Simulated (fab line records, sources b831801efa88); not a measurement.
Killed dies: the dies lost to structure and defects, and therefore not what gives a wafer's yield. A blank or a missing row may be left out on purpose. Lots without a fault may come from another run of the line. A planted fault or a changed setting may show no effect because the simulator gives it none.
Which tool did it? || flow gf180mcu || 42 wafers from 14 lots sampled at 5 of the route's 602 steps

WHAT THE GAUGES READ, wafer by wafer
GF_MVSD_OVL_MEAS_07. Usual: MVSD_OVL -1.3 nm, standard deviation 1.2.
{"lot": "L899", "measured": "day 4 12:03", "on": "overlay-02", "MVSD_OVL (nm)": "0.2 -1.0 -1.9", "flag": ""}
{"lot": "L900", "measured": "day 4 17:03", "on": "overlay-02", "MVSD_OVL (nm)": "-2.0 -1.6 -2.1", "flag": ""}
{"lot": "L902", "measured": "day 5 07:50", "on": "overlay-02", "MVSD_OVL (nm)": "0.2 -0.5 0.1", "flag": ""}
{"lot": "L904", "measured": "day 5 17:11", "on": "overlay-02", "MVSD_OVL (nm)": "-1.1 -1.6 -0.7", "flag": ""}
{"lot": "L905", "measured": "day 5 21:09", "on": "overlay-02", "MVSD_OVL (nm)": "-2.0 -1.5 -1.1", "flag": ""}
{"lot": "L906", "measured": "day 6 04:12", "on": "overlay-01", "MVSD_OVL (nm)": "-3.1 -2.9 -2.7", "flag": ""}
{"lot": "L915", "measured": "day 8 10:42", "on": "overlay-01", "MVSD_OVL (nm)": "-2.2 -1.6 -1.1", "flag": ""}
{"lot": "L916", "measured": "day 8 14:53", "on": "overlay-01", "MVSD_OVL (nm)": "-1.1 1.1 -0.6", "flag": ""}
{"lot": "L917", "measured": "day 8 20:35", "on": "overlay-02", "MVSD_OVL (nm)": "-2.1 -1.4 -2.3", "flag": ""}
{"lot": "L918", "measured": "day 9 03:24", "on": "overlay-01", "MVSD_OVL (nm)": "-0.5 -2.3 -1.7", "flag": ""}
{"lot": "L919", "measured": "day 9 07:56", "on": "overlay-02", "MVSD_OVL (nm)": "-0.6 0.7 0.9", "flag": ""}
{"lot": "L920", "measured": "day 9 14:46", "on": "overlay-01", "MVSD_OVL (nm)": "0.6 -1.3 -1.6", "flag": ""}
{"lot": "L921", "measured": "day 9 21:50", "on": "overlay-02", "MVSD_OVL (nm)": "-5.3 -2.6 -2.9", "flag": ""}
{"lot": "L922", "measured": "day 10 02:44", "on": "overlay-01", "MVSD_OVL (nm)": "1.3 0.6 0.5", "flag": ""}

GF_HV_LDD_CD_MEAS_07 targets a cd of 400 nm. Usual: 399.6 nm for cd_nm, sd 2.3.
{"lot": "L899", "measured": "day 10 07:39", "on": "cd_sem-02", "cd_nm (nm)": "398.3 398.6 397.1", "flag": ""}
{"lot": "L900", "measured": "day 10 13:26", "on": "cd_sem-01", "cd_nm (nm)": "397.2 399.2 400.3", "flag": ""}
{"lot": "L902", "measured": "day 11 08:55", "on": "cd_sem-01", "cd_nm (nm)": "399.6 399.5 399.2", "flag": ""}
{"lot": "L904", "measured": "day 11 20:17", "on": "cd_sem-02", "cd_nm (nm)": "224.7 396.2 397.6 224.5 396.0 398.1", "flag": "OFF"}
{"lot": "L905", "measured": "day 11 23:54", "on": "cd_sem-01", "cd_nm (nm)": "401.6 402.3 402.0", "flag": ""}
{"lot": "L906", "measured": "day 12 09:34", "on": "cd_sem-02", "cd_nm (nm)": "398.4 222.3 397.8 398.7 222.3 398.1", "flag": "OFF"}
{"lot": "L915", "measured": "day 15 04:31", "on": "cd_sem-01", "cd_nm (nm)": "403.2 402.0 404.7", "flag": ""}
{"lot": "L916", "measured": "day 15 15:29", "on": "cd_sem-01", "cd_nm (nm)": "402.5 405.1 401.2", "flag": ""}
{"lot": "L917", "measured": "day 15 20:14", "on": "cd_sem-01", "cd_nm (nm)": "401.0 401.6 400.8", "flag": ""}
{"lot": "L918", "measured": "day 16 01:51", "on": "cd_sem-02", "cd_nm (nm)": "397.4 399.0 398.3", "flag": ""}
{"lot": "L919", "measured": "day 16 08:29", "on": "cd_sem-02", "cd_nm (nm)": "398.0 398.4 398.8", "flag": ""}
{"lot": "L920", "measured": "day 16 21:50", "on": "cd_sem-01", "cd_nm (nm)": "398.7 397.0 399.0", "flag": ""}
{"lot": "L921", "measured": "day 17 04:08", "on": "cd_sem-02", "cd_nm (nm)": "398.8 400.5 398.1", "flag": ""}
{"lot": "L922", "measured": "day 17 08:37", "on": "cd_sem-02", "cd_nm (nm)": "395.5 397.2 397.7", "flag": ""}

GF_HV_LDD_OVL_MEAS_32. Usual: HV_LDD_02_OVL 0.4 nm, standard deviation 1.4.
{"lot": "L899", "measured": "day 11 22:16", "on": "overlay-01", "HV_LDD_02_OVL (nm)": "1.9 1.0 2.2", "flag": ""}
{"lot": "L900", "measured": "day 12 03:43", "on": "overlay-02", "HV_LDD_02_OVL (nm)": "-1.0 -0.3 -0.4", "flag": ""}
{"lot": "L902", "measured": "day 13 00:58", "on": "overlay-01", "HV_LDD_02_OVL (nm)": "0.2 -1.2 -1.0", "flag": ""}
{"lot": "L904", "measured": "day 13 12:19", "on": "overlay-01", "HV_LDD_02_OVL (nm)": "0.3 -0.1 -0.3", "flag": ""}
{"lot": "L905", "measured": "day 13 17:32", "on": "overlay-02", "HV_LDD_02_OVL (nm)": "1.6 2.0 2.1", "flag": ""}
{"lot": "L906", "measured": "day 14 04:16", "on": "overlay-02", "HV_LDD_02_OVL (nm)": "0.1 0.1 0.4", "flag": ""}
{"lot": "L915", "measured": "day 17 03:16", "on": "overlay-01", "HV_LDD_02_OVL (nm)": "-1.3 -0.2 -0.1", "flag": ""}
{"lot": "L916", "measured": "day 17 14:12", "on": "overlay-01", "HV_LDD_02_OVL (nm)": "0.0 0.7 1.2", "flag": ""}
{"lot": "L917", "measured": "day 17 18:42", "on": "overlay-02", "HV_LDD_02_OVL (nm)": "0.4 0.3 -0.3", "flag": ""}
{"lot": "L918", "measured": "day 18 00:55", "on": "overlay-02", "HV_LDD_02_OVL (nm)": "2.6 3.1 3.2", "flag": ""}
{"lot": "L919", "measured": "day 18 07:58", "on": "overlay-02", "HV_LDD_02_OVL (nm)": "1.0 2.2 1.0", "flag": ""}
{"lot": "L920", "measured": "day 18 21:55", "on": "overlay-01", "HV_LDD_02_OVL (nm)": "1.9 1.5 1.1", "flag": ""}
{"lot": "L921", "measured": "day 19 04:13", "on": "overlay-02", "HV_LDD_02_OVL (nm)": "0.9 1.9 0.5", "flag": ""}
{"lot": "L922", "measured": "day 19 08:52", "on": "overlay-02", "HV_LDD_02_OVL (nm)": "-1.4 0.9 -0.4", "flag": ""}

TOOL THAT RAN EACH LOT (tool first, then ch and the chambers of the sampled wafers, then the start)
{"lot": "L899", "GF_MVSD_STRIP_10": "plasma_asher-02 ch 0,1, day 4 12:23", "GF_HV_LDD_DEVELOP_06": "litho_track-03 ch 0, day 10 07:31"}
{"lot": "L900", "GF_MVSD_STRIP_10": "plasma_asher-01 ch 0,1, day 4 17:23", "GF_HV_LDD_DEVELOP_06": "litho_track-04 ch 0, day 10 13:17"}
{"lot": "L902", "GF_MVSD_STRIP_10": "plasma_asher-02 ch 0,1, day 5 08:10", "GF_HV_LDD_DEVELOP_06": "litho_track-01 ch 0, day 11 08:46"}
{"lot": "L904", "GF_MVSD_STRIP_10": "plasma_asher-02 ch 0,1, day 5 17:50", "GF_HV_LDD_DEVELOP_06": "litho_track-01 ch 0, day 11 20:08"}
{"lot": "L905", "GF_MVSD_STRIP_10": "plasma_asher-04 ch 0,1, day 5 21:30", "GF_HV_LDD_DEVELOP_06": "litho_track-04 ch 0, day 11 23:46"}
{"lot": "L906", "GF_MVSD_STRIP_10": "plasma_asher-01 ch 0,1, day 6 04:32", "GF_HV_LDD_DEVELOP_06": "litho_track-01 ch 0, day 12 09:25"}
{"lot": "L915", "GF_MVSD_STRIP_10": "plasma_asher-01 ch 1, day 8 11:02", "GF_HV_LDD_DEVELOP_06": "litho_track-04 ch 0, day 15 04:22"}
{"lot": "L916", "GF_MVSD_STRIP_10": "plasma_asher-04 ch 0,1, day 8 15:14", "GF_HV_LDD_DEVELOP_06": "litho_track-04 ch 0, day 15 15:20"}
{"lot": "L917", "GF_MVSD_STRIP_10": "plasma_asher-02 ch 0,1, day 8 20:55", "GF_HV_LDD_DEVELOP_06": "litho_track-03 ch 0, day 15 20:05"}
{"lot": "L918", "GF_MVSD_STRIP_10": "plasma_asher-02 ch 0,1, day 9 03:44", "GF_HV_LDD_DEVELOP_06": "litho_track-03 ch 0, day 16 01:43"}
{"lot": "L919", "GF_MVSD_STRIP_10": "plasma_asher-02 ch 1, day 9 08:17", "GF_HV_LDD_DEVELOP_06": "litho_track-04 ch 0, day 16 08:20"}
{"lot": "L920", "GF_MVSD_STRIP_10": "plasma_asher-04 ch 0,1, day 9 15:07", "GF_HV_LDD_DEVELOP_06": "litho_track-04 ch 0, day 16 21:41"}
{"lot": "L921", "GF_MVSD_STRIP_10": "plasma_asher-02 ch 0,1, day 9 22:11", "GF_HV_LDD_DEVELOP_06": "litho_track-01 ch 0, day 17 03:59"}
{"lot": "L922", "GF_MVSD_STRIP_10": "plasma_asher-02 ch 1, day 10 03:04", "GF_HV_LDD_DEVELOP_06": "litho_track-01 ch 0, day 17 08:28"}
- GF_MVSD_STRIP_10: strips in O2/N2.
- GF_HV_LDD_DEVELOP_06: develop time 60 s.

WHAT THE TOOLS THEMSELVES READ (means of the sampled wafers that have a number; where no wafer has one, the mark that the record gives instead)
GF_MVSD_STRIP_10. Usual: drypump_motor_current_A 5.9 A, standard deviation 0.49; heater_power_w 344 W, standard deviation 51; oes_product_au 0.722 a.u., standard deviation 0.0044; strip_time_to_endpoint_s 36.89 s, standard deviation 0.11.
{"lot": "L899", "tool": "plasma_asher-02", "drypump_motor_current_A (A)": 6.4, "heater_power_w (W)": 384, "oes_product_au (a.u.)": 0.718, "strip_time_to_endpoint_s (s)": 37.06, "flag": ""}
{"lot": "L900", "tool": "plasma_asher-01", "drypump_motor_current_A (A)": 5.5, "heater_power_w (W)": 378, "oes_product_au (a.u.)": 0.719, "strip_time_to_endpoint_s (s)": 36.77, "flag": ""}
{"lot": "L902", "tool": "plasma_asher-02", "drypump_motor_current_A (A)": 6.2, "heater_power_w (W)": 360, "oes_product_au (a.u.)": 0.722, "strip_time_to_endpoint_s (s)": 36.80, "flag": ""}
{"lot": "L904", "tool": "plasma_asher-02", "drypump_motor_current_A (A)": 6.2, "heater_power_w (W)": 362, "oes_product_au (a.u.)": 0.724, "strip_time_to_endpoint_s (s)": 36.93, "flag": ""}
{"lot": "L905", "tool": "plasma_asher-04", "drypump_motor_current_A (A)": 5.7, "heater_power_w (W)": 320, "oes_product_au (a.u.)": 0.724, "strip_time_to_endpoint_s (s)": 36.80, "flag": ""}
{"lot": "L906", "tool": "plasma_asher-01", "drypump_motor_current_A (A)": 5.2, "heater_power_w (W)": 333, "oes_product_au (a.u.)": 0.721, "strip_time_to_endpoint_s (s)": 36.92, "flag": ""}
{"lot": "L915", "tool": "plasma_asher-01", "drypump_motor_current_A (A)": 5.8, "heater_power_w (W)": 422, "oes_product_au (a.u.)": 0.723, "strip_time_to_endpoint_s (s)": 36.89, "flag": ""}
{"lot": "L916", "tool": "plasma_asher-04", "drypump_motor_current_A (A)": 5.8, "heater_power_w (W)": 316, "oes_product_au (a.u.)": 0.723, "strip_time_to_endpoint_s (s)": 36.85, "flag": ""}
{"lot": "L917", "tool": "plasma_asher-02", "drypump_motor_current_A (A)": 6.4, "heater_power_w (W)": 382, "oes_product_au (a.u.)": 0.722, "strip_time_to_endpoint_s (s)": 37.03, "flag": ""}
{"lot": "L918", "tool": "plasma_asher-02", "drypump_motor_current_A (A)": 6.2, "heater_power_w (W)": 360, "oes_product_au (a.u.)": 0.725, "strip_time_to_endpoint_s (s)": 36.77, "flag": ""}
{"lot": "L919", "tool": "plasma_asher-02", "drypump_motor_current_A (A)": 6.6, "heater_power_w (W)": 392, "oes_product_au (a.u.)": 0.723, "strip_time_to_endpoint_s (s)": 36.81, "flag": ""}
{"lot": "L920", "tool": "plasma_asher-04", "drypump_motor_current_A (A)": 5.9, "heater_power_w (W)": 298, "oes_product_au (a.u.)": 0.724, "strip_time_to_endpoint_s (s)": 37.00, "flag": ""}
{"lot": "L921", "tool": "plasma_asher-02", "drypump_motor_current_A (A)": 6.4, "heater_power_w (W)": 382, "oes_product_au (a.u.)": 0.722, "strip_time_to_endpoint_s (s)": 36.88, "flag": ""}
{"lot": "L922", "tool": "plasma_asher-02", "drypump_motor_current_A (A)": 6.6, "heater_power_w (W)": 385, "oes_product_au (a.u.)": 0.723, "strip_time_to_endpoint_s (s)": 37.04, "flag": ""}

THE ANSWER, worked out from the rows above alone
Rule: take the mean of a lot's wafers that have a number; if it is more than 3 standard deviations from the usual mean, the lot is off. Also off: a lot with no number at a reading for which 4 or more lots have one. All remaining lots with rows at the step are treated as sound. After the gauges, taken in route order, come the tools' own readings; for these a lot's mean is taken, as printed above. At the first step where some lot is off, the reading lying furthest off is the one used; lots without a number count as furthest.
Off, at GF_HV_LDD_CD_MEAS_07 on cd_nm: L904, L906.
If a tool, at a process step before that reading, ran all the lots that are off and no sound lot after the first of them, it fits. Gauges at GF_HV_LDD_CD_MEAS_07: tried the same way as those tools. Of those tried, none fits.

WHAT WAS PUT IN BY THE SIMULATOR
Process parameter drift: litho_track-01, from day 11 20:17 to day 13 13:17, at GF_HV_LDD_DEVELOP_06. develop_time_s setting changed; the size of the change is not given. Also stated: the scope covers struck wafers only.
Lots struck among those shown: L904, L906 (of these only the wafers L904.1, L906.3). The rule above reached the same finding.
